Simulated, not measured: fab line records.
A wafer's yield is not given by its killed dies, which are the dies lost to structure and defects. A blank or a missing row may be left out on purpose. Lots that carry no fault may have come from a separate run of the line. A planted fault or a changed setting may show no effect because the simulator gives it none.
Chamber matching    flow sky130    4 sister chambers for SKY_VIA1_CMP_24 on cmp-01
The step polishes, stops on SiO2, t overpolish 15 s, target thk 0 nm. 14 wafers are shown with their chamber, then 7 later ones without.

== WAFERS PAIRED WITH THEIR CHAMBERS ==
wafer   chamber  motor-current-A (A)  time-to-endpoint-s (s)  overpolish-run-s (s)
L604.2  3        10.8                 65.8                    15.000
L604.5  0        9.5                  61.6                    15.004
L604.6  1        10.2                 61.7                    15.008
L609.1  1        10.5                 63.0                    15.010
L609.2  3        10.7                 67.6                    14.987
L609.3  0        9.9                  63.5                    15.011
L610.1  3        10.4                 64.0                    15.004
L610.3  1        9.8                  60.3                    15.011
L610.4  2        12.4                 60.4                    15.009
L612.1  0        9.4                  62.0                    15.000
L612.2  1        10.2                 62.9                    15.009
L612.3  2        12.6                 60.8                    15.001
L618.1  1        10.1                 67.8                    15.013
L618.4  0        10.0                 66.8                    15.013

SIGNATURES (averages over the wafers above)
reading             chamber 0  chamber 1  chamber 2  chamber 3  scatter within a chamber
motor-current-A     9.700      10.160     12.500     10.633     0.249
time-to-endpoint-s  63.475     63.140     60.600     65.800     2.35
overpolish-run-s    15.00700   15.01020   15.00500   14.99700   0.00561
Rule: distance of a wafer from a chamber = root of the sum over the readings of ((wafer's reading minus chamber's mean) / reading's scatter) squared. The wafer belongs to the nearest chamber; if the next one is less than 2 further off, it can't be placed. How the scatter is found: for the shown wafers, subtract from each reading the mean of its chamber, square and add these, divide the total by (wafers less chambers), then take the root.

== WAFERS WITH NO CHAMBER GIVEN ==
wafer   motor-current-A (A)  time-to-endpoint-s (s)  overpolish-run-s (s)
L618.5  9.7                  68.2                    14.999
L619.1  9.6                  66.2                    14.998
L619.2  10.3                 65.0                    15.005
L619.4  12.2                 67.1                    15.018
L627.1  9.5                  63.1                    15.007
L627.3  11.7                 64.8                    15.009
L627.5  10.3                 61.2                    15.007

== CHAMBER TAKEN BY EACH ==
wafer   from the rows above           in truth
L618.5  can't be placed: 0 or 1 or 3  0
L619.1  can't be placed: 0 or 1       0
L619.2  can't be placed: 1 or 3 or 0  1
L619.4  2                             2
L627.1  can't be placed: 0 or 1       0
L627.3  can't be placed: 2 or 3       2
L627.5  can't be placed: 1 or 0 or 3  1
Correctly placed: 1 of 7. Cannot be placed on the basis of these rows: 6; the candidates contain the true chamber in 6. Wrongly placed: 0.
